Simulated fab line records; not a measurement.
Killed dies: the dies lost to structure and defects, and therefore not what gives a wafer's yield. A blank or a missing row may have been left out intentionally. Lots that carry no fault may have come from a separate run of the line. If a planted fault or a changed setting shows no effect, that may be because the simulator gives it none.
A struck lot beside a sound one || flow sky130 || 15 out of 708 route steps
Sound: these wafers, L953.2, L953.3, L953.5. Struck: wafers L961.4, L961.5, L961.6. The cause is given at the end.
Order at every step that has rows: each side's tool, ch and its chambers, its first start. Under that, the readings that differ: sound wafers || struck wafers || difference of the means || sigmas: that difference in standard deviations of wafers without a fault.
alike: readings with means less than 2 such deviations apart, plus words and numbers identical on both sides. not compared: withheld readings, readings lacking a value on some wafer, bounds such as >300 that could conceal the same value, and numbers that have no deviation in the record and whose values overlap.
The two part at a step that has a row with sigmas, a row that says differs or no value, or rows on one side only. Numbers that have no deviation but don't overlap get no sigmas and don't part them. Lack of a reading on every wafer of one side parts them only where that side has two or more wafers.

first, 5 steps without rows for these wafers: SKY_PWDE_COAT_02 (resist thk 3000 nm); SKY_PWDE_SOFTBAKE_03; SKY_PWDE_EXPOSE_04 (exposes mask PWDEM, target cd 840 nm); SKY_PWDE_PEB_05; SKY_PWDE_DEVELOP_06 (develop time 60 s).
SKY_PWDE_OVL_MEAS_07:
  sound on overlay-01 at day 4 12:23; struck on overlay-02 at day 6 09:16
  alike: PWDE_OVL
after that, 1 step had no rows for these wafers: SKY_PWDE_IMPLANT_08.
SKY_PWDE_STRIP_09: strips in O2/N2.
  sound on plasma_asher-04 ch 0, day 4 12:34; struck on plasma_asher-02 ch 0,1, day 6 09:28
  alike: drypump_motor_current_A, oes_product_au, strip_time_to_endpoint_s
  not compared: rf_hours_counter_h
SKY_PWDE_TW_MEAS_10:
  sound on film_metro-04 at day 4 12:41; struck on film_metro-02 at day 6 09:33
{"reading": "PWDE_TW", "sound": "376 377 376", "struck": "367 366 367", "difference": -10, "sigmas": -3}
then, 3 steps without rows for these wafers: SKY_NWELL_DEHYDRATE_03 (time 60 s); SKY_NWELL_HMDS_04 (prime time 60 s); SKY_NWELL_COAT_05 (resist thk 3000 nm).
SKY_NWELL_SOFTBAKE_06:
  sound on litho_track-02 ch 0, day 4 20:47; struck on litho_track-02 ch 0, day 6 18:50
{"reading": "heater_power_total_W (W)", "sound": "65.47 65.37 65.29", "struck": "64.63 64.43 64.35", "difference": -0.91, "sigmas": -6}
{"reading": "plate_temp_C (C)", "sound": "110.08 110.05 110.00", "struck": "108.89 108.99 108.94", "difference": -1.10, "sigmas": -7}
then, 1 step without rows for these wafers: SKY_NWELL_EXPOSE_07 (exposes mask NWM, target cd 840 nm).
SKY_PAD_OPEN_PROBE_99:
  the record holds rows for the sound wafers here (prober-02, day 46 12:10) but none for the struck ones

== WHERE THEY PART ==
At SKY_PWDE_TW_MEAS_10 first; at SKY_PAD_OPEN_PROBE_99 last (within this record only).

WHY: what the simulator had put in
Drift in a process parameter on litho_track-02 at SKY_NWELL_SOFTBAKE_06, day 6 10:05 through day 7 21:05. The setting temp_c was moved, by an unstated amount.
